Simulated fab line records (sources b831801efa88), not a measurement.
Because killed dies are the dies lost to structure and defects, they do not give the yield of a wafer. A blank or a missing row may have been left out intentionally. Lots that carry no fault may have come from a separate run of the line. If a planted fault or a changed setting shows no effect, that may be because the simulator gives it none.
Matching of chambers ; flow sky130 ; SKY_VIA2_ETCH_15 on rie-diel-01: 4 sister chambers
The step etches SiO2 in C4F8/O2/Ar, stops on TiN, target depth 546 nm, time 84 s. 14 wafers are shown with their chamber, then 7 later ones without.

== WAFERS, EACH WITH ITS CHAMBER ==
wafer;chamber;oes-product-au (a.u.);bias-w (W)
L408.3;2;0.932;1202
L408.4;3;0.941;1202
L408.5;0;0.924;1202
L410.1;0;0.942;1194
L410.3;2;0.942;1197
L410.5;0;0.929;1195
L413.1;0;0.937;1202
L413.3;1;0.937;1198
L413.5;0;0.935;1203
L414.2;2;0.941;1201
L414.3;1;0.940;1201
L414.6;0;0.939;1205
L421.2;0;0.940;1196
L421.3;1;0.939;1197

SIGNATURES (averages over the wafers above)
reading;chamber 0;chamber 1;chamber 2;chamber 3;scatter within a chamber
oes-product-au;0.93514;0.93867;0.93833;0.94100;0.00562
bias-w;1199.57;1198.67;1200.00;1202.00;3.75
Rule: distance of a wafer from a chamber = root of the sum over the readings of ((wafer's reading minus chamber's mean) / reading's scatter) squared. If the next closest chamber is less than 2 further off than the closest, the wafer can't be placed; otherwise it belongs to the closest. How the scatter is found: for the shown wafers, subtract from each reading the mean of its chamber, square and add these, divide the total by (wafers less chambers), then take the root.

== WAFERS MISSING THEIR CHAMBER ==
wafer;oes-product-au (a.u.);bias-w (W)
L421.5;0.937;1201
L423.2;0.934;1196
L423.4;0.946;1204
L423.5;0.935;1194
L431.1;0.936;1205
L431.5;0.932;1199
L431.6;0.932;1200

== THE CHAMBER EACH PASSED THROUGH ==
wafer;from the rows above;in truth
L421.5;can't be placed: 2 or 0 or 1 or 3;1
L423.2;can't be placed: 0 or 1 or 2 or 3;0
L423.4;can't be placed: 3 or 2 or 1 or 0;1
L423.5;can't be placed: 1 or 0 or 2 or 3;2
L431.1;can't be placed: 3 or 2 or 0 or 1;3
L431.5;can't be placed: 0 or 2 or 1 or 3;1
L431.6;can't be placed: 0 or 2 or 1 or 3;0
0 of 7 placed correctly. Cannot be placed on the basis of these rows: 7; the candidates contain the true chamber in 7. Placed wrongly: 0.
